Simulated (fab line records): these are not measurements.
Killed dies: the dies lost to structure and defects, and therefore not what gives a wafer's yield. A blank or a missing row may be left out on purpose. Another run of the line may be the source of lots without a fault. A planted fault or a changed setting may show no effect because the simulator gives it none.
fab line records ; flow sky130
record: lots: 5; wafers: 15; last-day: 51
route steps=708 shown CONTACT@426 METAL1@434 PAD_OPEN@708
lots that met no fault: from a run of the same line without faults
start-h: the number of hours between the record's first day and the start of the first shown wafer of the lot ; wait-h: hours since the lot's step before ; " same as the row above ; L1.1+2: a single row standing in for several wafers ; - value missing, or start not given ; * or withheld: withheld ; < > ~ a bound
route shown NAME@n: NAME is a module with steps in the file, n the number in the route of the first one ; usual: average and standard deviation across the fault-free wafers ; same: alike in all rows ; chamber/n: place in a boat ; sites: readings site by site ; _std_site: the standard deviation of these ; _edge_site: inner sites' mean taken away from outer sites' mean ; radius-mm: how far each site lies from the wafer's centre ; mask NAME#n: copy n ; behind: the last tool/chamber to shape the wafer ; hold: the reason the lot was held/the length of the hold in hours/how it ended ; device: names the non-switching transistor (n, p or np) ; end of line: tests of these same wafers at the route's end ; a step given without rows: its recipe and nothing more ; killed: not the wafer's yield, but the dies lost to structure and defects at the first sort ; map: a wafer's dies, marking killed ones x, the rest . and places with no die _
set.NAME: the setting that was run; set.NAME@STEP: the one run at that earlier step ; model.NAME: the simulator's own value behind a step, which no gauge read
a table for each step, a row for each wafer; lots at some steps of the route
services: when a tool's chamber went out of use (start-h, in hours from the record's first day, below 0 if earlier), for how many hours, and the reason
== steps ==
step: SKY_CONTACT_STRIP_20
recipe: chemistry: post-etch-residue-remover; time-s: 1200; temp-c: 72.5
step: SKY_CONTACT_CLEAN_21
recipe: chemistry: IPA; time-s: 180; temp-c: 25
step: SKY_CONTACT_CLEAN_22
recipe: chemistry: O3/DIW; dry: n2-spin
step: SKY_CONTACT_SPUTTER_23
recipe: material: TiN; target-thk-nm: 20; chamber-pressure-pa: 5; power-w: 4000; time-s: 80
usual: throttle-valve-pct: 29.8/1
lot.wafer;tool;chamber;start-h;wait-h;throttle-valve-pct
L594.2;pvd-sputter-03;-;781.43;0.0;29.0
L594.5;pvd-sputter-03;-;781.43;0.0;29.0
L594.6;pvd-sputter-03;-;781.43;0.0;31.8
L605.1;pvd-sputter-03;-;884.34;0.0;28.5
L605.3;pvd-sputter-03;-;884.34;0.0;29.0
L605.6;pvd-sputter-03;-;884.34;0.0;29.0
L609.1;pvd-sputter-04;-;913.31;0.0;31.0
L609.3;pvd-sputter-04;-;913.31;0.0;29.4
L609.5;pvd-sputter-04;-;913.31;0.0;30.9
L611.3;pvd-sputter-04;-;916.54;0.0;30.7
L611.4;pvd-sputter-04;-;916.54;0.0;29.5
L611.6;pvd-sputter-04;-;916.54;0.0;30.7
L610.1;pvd-sputter-03;-;919.84;0.0;29.2
L610.2;pvd-sputter-03;-;919.84;0.0;28.7
L610.3;pvd-sputter-03;-;919.84;0.0;29.0
step: SKY_CONTACT_CVD_24
recipe: material: W; target-thk-nm: 340; time-s: 102.12; temp-c: 400; pressure-torr: 40
usual: heater-power-w: 776/52; susceptor-temp-C: 400.02/0.21
lot.wafer;tool;chamber;start-h;wait-h;heater-power-w;susceptor-temp-C
L594.2;cvd-w-02;1;781.49;0.0;851;399.70
L594.5;cvd-w-02;0;781.49;0.0;740;400.02
L594.6;cvd-w-02;1;781.49;0.0;850;399.85
L605.1;cvd-w-01;1;884.40;0.0;808;400.11
L605.3;cvd-w-01;0;884.40;0.0;722;399.87
L605.6;cvd-w-01;0;884.40;0.0;723;400.30
L609.1;cvd-w-01;1;913.38;0.0;796;400.23
L609.3;cvd-w-01;1;913.38;0.0;794;400.41
L609.5;cvd-w-01;1;913.38;0.0;780;400.68
L611.3;cvd-w-01;0;916.64;0.1;720;400.06
L611.4;cvd-w-01;1;916.64;0.1;797;400.07
L611.6;cvd-w-01;1;916.64;0.1;799;399.69
L610.1;cvd-w-01;1;919.90;0.0;800;399.90
L610.2;cvd-w-01;0;919.90;0.0;717;400.24
L610.3;cvd-w-01;0;919.90;0.0;703;399.65
step: SKY_CONTACT_RS_MEAS_25
recipe: thk-meas-gauge: four-point-probe; reads: W_of_CONTACT_CVD_24+TiN_of_CONTACT_SPUTTER_23
usual: CONTACT_W_RS: 0.341/0.0032
lot.wafer;tool;chamber;start-h;wait-h;CONTACT_W_RS[ohm/sq]
L594.2;film-metro-02;-;781.62;0.1;0.339
L594.5;film-metro-02;-;781.62;0.1;0.336
L594.6;film-metro-02;-;781.62;0.1;0.336
L605.1;film-metro-01;-;884.51;0.1;0.344
L605.3;film-metro-01;-;884.51;0.1;0.341
L605.6;film-metro-01;-;884.51;0.1;0.340
L609.1;film-metro-03;-;913.49;0.1;0.339
L609.3;film-metro-03;-;913.49;0.1;0.342
L609.5;film-metro-03;-;913.49;0.1;0.343
L611.3;film-metro-03;-;916.75;0.1;0.343
L611.4;film-metro-03;-;916.75;0.1;0.343
L611.6;film-metro-03;-;916.75;0.1;0.342
L610.1;film-metro-02;-;920.01;0.1;0.337
L610.2;film-metro-02;-;920.01;0.1;0.339
L610.3;film-metro-02;-;920.01;0.1;0.336
step: SKY_CONTACT_THK_MEAS_26
recipe: thk-meas-gauge: xrf; reads: W_of_CONTACT_CVD_24
usual: CONTACT_W_THK: 330/4.6
lot.wafer;tool;chamber;start-h;wait-h;CONTACT_W_THK[nm]
L594.2;film-metro-02;-;781.73;0.1;335
L594.5;film-metro-02;-;781.73;0.1;338
L594.6;film-metro-02;-;781.73;0.1;339
L605.1;film-metro-01;-;884.63;0.1;328
L605.3;film-metro-01;-;884.63;0.1;331
L605.6;film-metro-01;-;884.63;0.1;331
L609.1;film-metro-03;-;913.61;0.1;329
L609.3;film-metro-03;-;913.61;0.1;326
L609.5;film-metro-03;-;913.61;0.1;326
L611.3;film-metro-03;-;916.85;0.1;326
L611.4;film-metro-03;-;916.85;0.1;324
L611.6;film-metro-03;-;916.85;0.1;328
L610.1;film-metro-02;-;920.13;0.1;334
L610.2;film-metro-02;-;920.13;0.1;333
L610.3;film-metro-02;-;920.13;0.1;335
step: SKY_CONTACT_CMP_27
recipe: stop-on: SiO2; t-overpolish-s: 15; down-force-psi: 3.5; platen-rpm: 60; target-thk-nm: 0; pad-velocity-m-s: 0.94248
step: SKY_METAL1_SPUTTER_00
recipe: material: Ti; target-thk-nm: 15; power-w: 3000; time-s: 10; chamber-pressure-pa: 0.4
step: SKY_METAL1_SPUTTER_01
recipe: material: TiN; target-thk-nm: 20; power-w: 6500; time-s: 16.7; chamber-pressure-pa: 0.4
step: SKY_METAL1_SPUTTER_02
recipe: material: AlCu; target-thk-nm: 250; power-w: 10600; time-s: 13.3; chamber-pressure-pa: 0.4
step: SKY_METAL1_SPUTTER_03
recipe: material: Ti; target-thk-nm: 5; power-w: 3000; time-s: 3.3; chamber-pressure-pa: 0.4
usual: throttle-valve-pct: 30.0/0.92
lot.wafer;tool;chamber;start-h;wait-h;throttle-valve-pct
L594.2;pvd-sputter-01;-;782.15;0.0;31.3
L594.5;pvd-sputter-01;-;782.15;0.0;29.4
L594.6;pvd-sputter-01;-;782.15;0.0;31.1
L605.1;pvd-sputter-04;-;885.06;0.0;31.0
L605.3;pvd-sputter-04;-;885.06;0.0;29.5
L605.6;pvd-sputter-04;-;885.06;0.0;29.7
L609.1;pvd-sputter-04;-;914.50;0.0;30.6
L609.3;pvd-sputter-04;-;914.50;0.0;31.0
L609.5;pvd-sputter-04;-;914.50;0.0;29.4
L611.3;pvd-sputter-01;-;917.38;0.0;31.2
L611.4;pvd-sputter-01;-;917.38;0.0;31.1
L611.6;pvd-sputter-01;-;917.38;0.0;29.4
L610.1;pvd-sputter-01;-;920.56;0.0;29.6
L610.2;pvd-sputter-01;-;920.56;0.0;31.1
L610.3;pvd-sputter-01;-;920.56;0.0;28.4
step: SKY_METAL1_SPUTTER_04
recipe: material: TiN; target-thk-nm: 70; power-w: 6500; time-s: 58.3; chamber-pressure-pa: 0.4
usual: throttle-valve-pct: 30.0/0.92
lot.wafer;tool;chamber;start-h;wait-h;throttle-valve-pct;model.TiN_of_METAL1_SPUTTER_04.thk-nm
L594.2;pvd-sputter-01;-;782.17;0.0;31.0;69.01
L594.5;pvd-sputter-01;-;782.17;0.0;30.0;69.48
L594.6;pvd-sputter-01;-;782.17;0.0;31.2;68.95
L605.1;pvd-sputter-04;-;885.08;0.0;30.9;68.54
L605.3;pvd-sputter-04;-;885.08;0.0;29.7;70.82
L605.6;pvd-sputter-04;-;885.08;0.0;29.7;68.64
L609.1;pvd-sputter-04;-;914.52;0.0;30.7;72.31
L609.3;pvd-sputter-04;-;914.52;0.0;30.8;53.03
L609.5;pvd-sputter-04;-;914.52;0.0;29.7;70.41
L611.3;pvd-sputter-01;-;917.39;0.0;31.3;69.24
L611.4;pvd-sputter-01;-;917.39;0.0;31.3;69.61
L611.6;pvd-sputter-01;-;917.39;0.0;29.4;69.24
L610.1;pvd-sputter-01;-;920.58;0.0;29.3;68.64
L610.2;pvd-sputter-01;-;920.58;0.0;30.8;68.49
L610.3;pvd-sputter-01;-;920.58;0.0;28.6;69.01
step: SKY_METAL1_RS_MEAS_05
recipe: thk-meas-gauge: four-point-probe; reads: TiN_of_METAL1_SPUTTER_04+Ti_of_METAL1_SPUTTER_03+AlCu_of_METAL1_SPUTTER_02+TiN_of_METAL1_SPUTTER_01+Ti_of_METAL1_SPUTTER_00
usual: METAL1_ALCU_RS: 0.1272/0.0016
lot.wafer;tool;chamber;start-h;wait-h;METAL1_ALCU_RS[ohm/sq]
L594.2;film-metro-02;-;782.24;0.0;0.1292
L594.5;film-metro-02;-;782.24;0.0;0.1302
L594.6;film-metro-02;-;782.24;0.0;0.1280
L605.1;film-metro-03;-;885.13;0.0;0.1285
L605.3;film-metro-03;-;885.13;0.0;0.1285
L605.6;film-metro-03;-;885.13;0.0;0.1310
L609.1;film-metro-03;-;914.57;0.0;0.1271
L609.3;film-metro-03;-;914.57;0.0;0.1283
L609.5;film-metro-03;-;914.57;0.0;0.1286
L611.3;film-metro-04;-;917.48;0.1;0.1279
L611.4;film-metro-04;-;917.48;0.1;0.1278
L611.6;film-metro-04;-;917.48;0.1;0.1286
L610.1;film-metro-03;-;920.63;0.0;0.1260
L610.2;film-metro-03;-;920.63;0.0;0.1256
L610.3;film-metro-03;-;920.63;0.0;0.1266
step: SKY_METAL1_THK_MEAS_06
recipe: thk-meas-gauge: xrf; reads: AlCu_of_METAL1_SPUTTER_02
usual: METAL1_ALCU_THK: 249/3.4
lot.wafer;tool;chamber;start-h;wait-h;METAL1_ALCU_THK[nm]
L594.2;film-metro-02;-;782.35;0.1;244
L594.5;film-metro-02;-;782.35;0.1;243
L594.6;film-metro-02;-;782.35;0.1;249
L605.1;film-metro-03;-;885.25;0.1;244
L605.3;film-metro-03;-;885.25;0.1;245
L605.6;film-metro-03;-;885.25;0.1;243
L609.1;film-metro-03;-;914.69;0.1;249
L609.3;film-metro-03;-;914.69;0.1;258
L609.5;film-metro-03;-;914.69;0.1;247
L611.3;film-metro-04;-;917.58;0.1;249
L611.4;film-metro-04;-;917.58;0.1;247
L611.6;film-metro-04;-;917.58;0.1;246
L610.1;film-metro-03;-;920.75;0.1;252
L610.2;film-metro-03;-;920.75;0.1;254
L610.3;film-metro-03;-;920.75;0.1;252
step: SKY_METAL1_DEHYDRATE_07
recipe: temp-c: 200; time-s: 60
step: SKY_METAL1_HMDS_08
recipe: prime-time-s: 60; prime-temp-c: 120
step: SKY_METAL1_COAT_09
recipe: resist: BARC; temp-c: withheld; time-s: withheld; spin-rpm: 3000; resist-thk-nm: 60
step: SKY_METAL1_COAT_10
recipe: resist: KrF-thick; spin-rpm: 3000; resist-thk-nm: 450
step: SKY_METAL1_SOFTBAKE_11
recipe: temp-c: 100; time-s: 90; resist: KrF-thick
step: SKY_METAL1_EXPOSE_12
recipe: mask-id: MM1; na: 0.8; source-shape: annular; sigma-inner: 0.55; sigma-outer: 0.85; target-cd-nm: 140; dose-mj: 28
step: SKY_METAL1_PEB_13
recipe: peb-temp-c: withheld; peb-time-s: withheld; resist: KrF-thick
step: SKY_METAL1_DEVELOP_14
recipe: develop-time-s: 60; resist: KrF-thick; dev-temp-c: 21
step: SKY_METAL1_CD_MEAS_15
recipe: target-cd-nm: 140
usual: cd-nm: 140.2/1.3
lot.wafer;tool;chamber;start-h;wait-h;cd-nm
L594.2;cd-sem-01;-;808.70;-;139.7
L594.5;cd-sem-01;-;808.70;-;138.7
L594.6;cd-sem-01;-;808.70;-;138.9
L605.1;cd-sem-01;-;911.30;-;139.0
L605.3;cd-sem-01;-;911.30;-;138.3
L605.6;cd-sem-01;-;911.30;-;138.2
L609.1;cd-sem-01;-;939.33;-;140.7
L609.3;cd-sem-01;-;939.33;-;141.4
L609.5;cd-sem-01;-;939.33;-;140.5
L611.3;cd-sem-01;-;942.67;-;139.8
L611.4;cd-sem-01;-;942.67;-;140.6
L611.6;cd-sem-01;-;942.67;-;142.3
L610.1;cd-sem-02;-;945.45;-;141.7
L610.2;cd-sem-02;-;945.45;-;140.5
L610.3;cd-sem-02;-;945.45;-;140.6
step: SKY_METAL1_OVL_MEAS_16
usual: METAL1_OVL: -6/5.5
lot.wafer;tool;chamber;start-h;wait-h;METAL1_OVL[nm]
L594.2;overlay-01;-;808.80;0.1;-8
L594.5;overlay-01;-;808.80;0.1;-14
L594.6;overlay-01;-;808.80;0.1;-6
L605.1;overlay-01;-;911.42;0.1;-5
L605.3;overlay-01;-;911.42;0.1;-5
L605.6;overlay-01;-;911.42;0.1;-6
L609.1;overlay-01;-;939.45;0.1;-3
L609.3;overlay-01;-;939.45;0.1;-5
L609.5;overlay-01;-;939.45;0.1;4
L611.3;overlay-02;-;942.77;0.1;-7
L611.4;overlay-02;-;942.77;0.1;-12
L611.6;overlay-02;-;942.77;0.1;-17
L610.1;overlay-02;-;945.57;0.1;-6
L610.2;overlay-02;-;945.57;0.1;0
L610.3;overlay-02;-;945.57;0.1;-17
step: SKY_METAL1_DESCUM_17
recipe: chemistry: O2; source-power-w: 150; bias-power-w: 0; pressure-mtorr: 10; temp-c: 40; time-s: 8
usual: drypump-motor-current-A: 5.4/0.44; he-backside-leak-sccm: 3.5/0.47; oes-product-au: 1.001/0.011; temp-c: 39.99/0.11
lot.wafer;tool;chamber;start-h;wait-h;drypump-motor-current-A;he-backside-leak-sccm;oes-product-au;rf-hours-counter-h;temp-c
L594.2;rie-metal-04;0;808.83;0.0;5.9;3.4;0.983;10;40.08
L594.5;rie-metal-04;0;808.83;0.0;5.8;3.3;0.989;-;39.96
L594.6;rie-metal-04;1;808.83;0.0;4.8;3.6;0.978;-;39.97
L605.1;rie-metal-01;1;911.46;0.0;6.1;3.5;0.992;8;40.09
L605.3;rie-metal-01;0;911.46;0.0;5.1;3.6;1.010;-;40.03
L605.6;rie-metal-01;1;911.46;0.0;6.1;3.6;1.006;-;40.02
L609.1;rie-metal-01;1;939.49;0.0;6.2;3.6;1.001;10;39.95
L609.3;rie-metal-01;0;939.49;0.0;5.1;3.2;0.994;-;39.88
L609.5;rie-metal-01;1;939.49;0.0;6.2;3.5;1.002;-;40.01
L611.3;rie-metal-03;0;942.80;0.0;5.4;3.1;1.012;-;39.81
L611.4;rie-metal-03;1;942.80;0.0;5.3;3.5;1.004;-;39.97
L611.6;rie-metal-03;0;942.80;0.0;5.4;3.0;1.013;-;39.82
L610.1;rie-metal-01;1;945.61;0.0;6.1;3.6;1.005;10;39.91
L610.2;rie-metal-01;0;945.61;0.0;5.1;3.5;0.997;7;39.75
L610.3;rie-metal-01;1;945.61;0.0;6.1;3.5;0.999;-;39.85
step: SKY_METAL1_ETCH_18
recipe: chemistry: N2/H2; target: BARC; ion-energy-ev: 200; bias-w: 100; pressure-mtorr: 30; n2-flow-sccm: 100; h2-flow-sccm: 200; icp-w: 500; stop-on: SiO2; time-s: 45.9; target-depth-a: 600
usual: drypump-motor-current-A: 5.4/0.44; he-backside-leak-sccm: 3.5/0.44; oes-product-au: 0.854/0.0047; throttle-valve-pct: 13.223/0.0083
lot.wafer;tool;chamber;start-h;wait-h;drypump-motor-current-A;he-backside-leak-sccm;oes-product-au;rf-hours-counter-h;throttle-valve-pct
L594.2;rie-metal-04;0;808.86;0.0;5.8;3.2;0.856;10;13.220
L594.5;rie-metal-04;0;808.86;0.0;5.8;3.4;0.850;-;13.220
L594.6;rie-metal-04;1;808.86;0.0;4.8;3.8;0.860;-;13.215
L605.1;rie-metal-01;1;911.49;0.0;6.1;3.4;0.853;8;13.228
L605.3;rie-metal-01;0;911.49;0.0;5.1;3.6;0.851;-;13.225
L605.6;rie-metal-01;1;911.49;0.0;6.2;3.3;0.847;-;13.227
L609.1;rie-metal-01;1;939.52;0.0;6.1;3.6;0.853;10;13.206
L609.3;rie-metal-01;0;939.52;0.0;5.1;3.6;0.856;-;13.221
L609.5;rie-metal-01;1;939.52;0.0;6.2;3.4;0.846;-;13.218
L611.3;rie-metal-03;0;942.84;0.0;5.4;3.2;0.858;-;13.236
L611.4;rie-metal-03;1;942.84;0.0;5.3;3.4;0.860;-;13.206
L611.6;rie-metal-03;0;942.84;0.0;5.4;3.2;0.854;-;13.213
L610.1;rie-metal-01;1;945.64;0.0;6.2;3.6;0.853;10;13.218
L610.2;rie-metal-01;0;945.64;0.0;5.1;3.6;0.852;7;13.213
L610.3;rie-metal-01;1;945.64;0.0;6.2;3.6;0.851;-;13.215
step: SKY_METAL1_METAL_ETCH_19
recipe: target-depth-a: 3600; stop-on: SiO2; over-etch-frac: 0.3; time-s: 78; chemistry: Cl2/BCl3; resist-sidewall-deg: 88; pressure-mtorr: 10; icp-w: 900; bias-w: 48.5; Cl2_flow_sccm: 60; bcl3-flow-sccm: 30
step: SKY_METAL1_STRIP_20
recipe: chemistry: O2/N2; power-w: 1400; pressure-mtorr: 1500; platen-temp-c: withheld; o2-flow-sccm: 3000; n2-flow-sccm: 300; overash-fraction: 0.5
step: SKY_METAL1_STRIP_21
recipe: chemistry: post-etch-residue-remover; time-s: 1200; temp-c: 72.5
usual: temp-c: 72.47/0.13
lot.wafer;tool;chamber;start-h;wait-h;temp-c;model.TiN_of_METAL1_SPUTTER_04.thk-nm
L594.2;wet-bench-04;0;809.12;0.1;72.38;68.59
L594.5;wet-bench-04;0;809.12;0.1;72.59;69.06
L594.6;wet-bench-04;0;809.12;0.1;72.58;68.52
L605.1;wet-bench-04;3;911.74;0.1;72.24;68.12
L605.3;wet-bench-04;3;911.74;0.1;72.33;70.41
L605.6;wet-bench-04;3;911.74;0.1;72.32;68.22
L609.1;wet-bench-04;0;939.78;0.1;72.68;71.89
L609.3;wet-bench-04;0;939.78;0.1;72.47;52.61
L609.5;wet-bench-04;0;939.78;0.1;72.54;69.99
L611.3;wet-bench-02;2;943.08;0.0;72.38;68.82
L611.4;wet-bench-02;2;943.08;0.0;72.36;69.19
L611.6;wet-bench-02;2;943.08;0.0;72.47;68.82
L610.1;wet-bench-04;0;945.89;0.1;72.31;68.23
L610.2;wet-bench-04;0;945.89;0.1;72.51;68.08
L610.3;wet-bench-04;0;945.89;0.1;72.58;68.59
step: SKY_METAL1_CLEAN_22
recipe: chemistry: IPA; time-s: 180; temp-c: 25
step: SKY_PAD_OPEN_PROBE_99
usual: defect-limited-yield: 82.2/2.1; killed_at_M0_to_M3: 44/7.4; killed_at_M4_up: 3.1/1.8; killed-at-contacts: 25/6; killed-at-front-end: 15/4.4; killed-at-other: 0.3/0.49; killed-dies: 88/10; killed-open: 48/7.4; killed-short: 39/6.3; sort_bin_3_pad_short: 0.9/0.4; sort_bin_5_function: 10.5/1.5; sort_bin_6_memory: 6.5/1.3; sort-n-pass: 404/10; sort-yield-pct: 82.2/2.1
same: gross-dies: 492; killed-at-back-side: 0; sort_bin_4_leakage[%]: 0; sort_bin_8_speed[%]: 0
lot.wafer;tool;chamber;start-h;wait-h;defect-limited-yield[%];killed_at_M0_to_M3;killed_at_M4_up;killed-at-contacts;killed-at-front-end;killed-at-other;killed-dies;killed-open;killed-short;sort_bin_3_pad_short[%];sort_bin_5_function[%];sort_bin_6_memory[%];sort-n-pass;sort-yield-pct[%]
L610.1;prober-02;-;1213.25;0.1;83.3;36;2;26;17;1;82;41;41;0.8;10.2;5.7;410;83.3
L610.2;prober-02;-;1213.30;0.1;83.9;41;4;24;8;2;79;41;38;1.2;9.1;5.7;413;83.9
L610.3;prober-02;-;1213.35;0.2;86.2;31;2;15;20;0;68;35;33;0.8;6.9;6.1;424;86.2
killed by level:class
L610.1 LI_CONTACT:geometric-particle:open=8 VIA2:geometric-particle:open=8 CONTACT:geometric-particle:open=7 VIA1:geometric-particle:open=7 METAL2:geometric-particle:short=6 FIELD_ISO:geometric-particle:short=5 POLY_GATE:geometric-particle:short=5 FIELD_ISO:geometric-particle:open=4
L610.2 CONTACT:geometric-particle:open=8 VIA1:geometric-particle:open=8 LI_CONTACT:geometric-particle:open=6 CONTACT:geometric-particle:short=6 VIA2:geometric-particle:open=6 METAL2:geometric-particle:short=6 VIA1:geometric-particle:short=5 VIA3:geometric-particle:open=5
L610.3 METAL2:geometric-particle:short=7 FIELD_ISO:geometric-particle:open=6 VIA2:geometric-particle:open=6 LI_CONTACT:geometric-particle:open=5 CONTACT:geometric-particle:open=5 POLY_GATE:geometric-particle:short=4 VIA1:geometric-particle:open=4 FIELD_ISO:geometric-particle:short=3
== services ==
tool;chamber;start-h;hours;kind
wet-bench-02;-;763.78;1.9;pm
cvd-w-02;-;766.68;3.2;repair
cvd-w-02;-;769.83;4.3;pm
rie-metal-01;0;782.01;-;clean
rie-metal-01;0;782.01;13.3;scheduled-down
rie-metal-01;0;782.01;13.3;vent-cycle
cvd-w-02;0;813.04;42.2;repair
wet-bench-02;-;835.45;2.7;repair
pvd-sputter-04;1;839.92;-;consumable-replace:kit
pvd-sputter-04;1;839.92;18.0;scheduled-down
pvd-sputter-04;1;839.92;18.0;vent-cycle
wet-bench-04;-;844.44;1.9;pm
rie-metal-01;1;845.90;17.6;repair
rie-metal-03;1;847.98;2.7;repair
rie-metal-03;-;858.47;4.3;pm
pvd-sputter-01;-;865.98;2.0;repair
cvd-w-02;-;869.05;0.4;repair
rie-metal-03;0;870.87;7.6;repair
cvd-w-02;-;878.95;0.9;repair
cvd-w-01;1;884.75;4.2;repair
rie-metal-04;-;890.70;0.5;repair
cvd-w-02;-;904.00;14.0;pm
pvd-sputter-01;0;911.07;-;consumable-replace:kit
rie-metal-01;-;920.99;2.8;pm
== key ==
first-sign none at tools or gauges
model-effect: step: SKY_METAL1_SPUTTER_04; value: TiN_of_METAL1_SPUTTER_04.thk-nm; without: 70.21; struck: 53.03
model-effect: step: SKY_METAL1_STRIP_21; value: TiN_of_METAL1_SPUTTER_04.thk-nm; without: 69.79; struck: 52.61
met-at SKY_METAL1_SPUTTER_04
struck-wafers L609.3
onset-between 885.08 914.52
fault: kind: process-parameter-drift; tool: pvd-sputter-04; chamber: -; onset-h: 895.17; steps: SKY_METAL1_SPUTTER_04; channel: target-thk-nm; offset: -17.174; shape: step; end-h: 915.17; acts-in: these-recipes-only; stated: 70; scope: struck-wafers-only
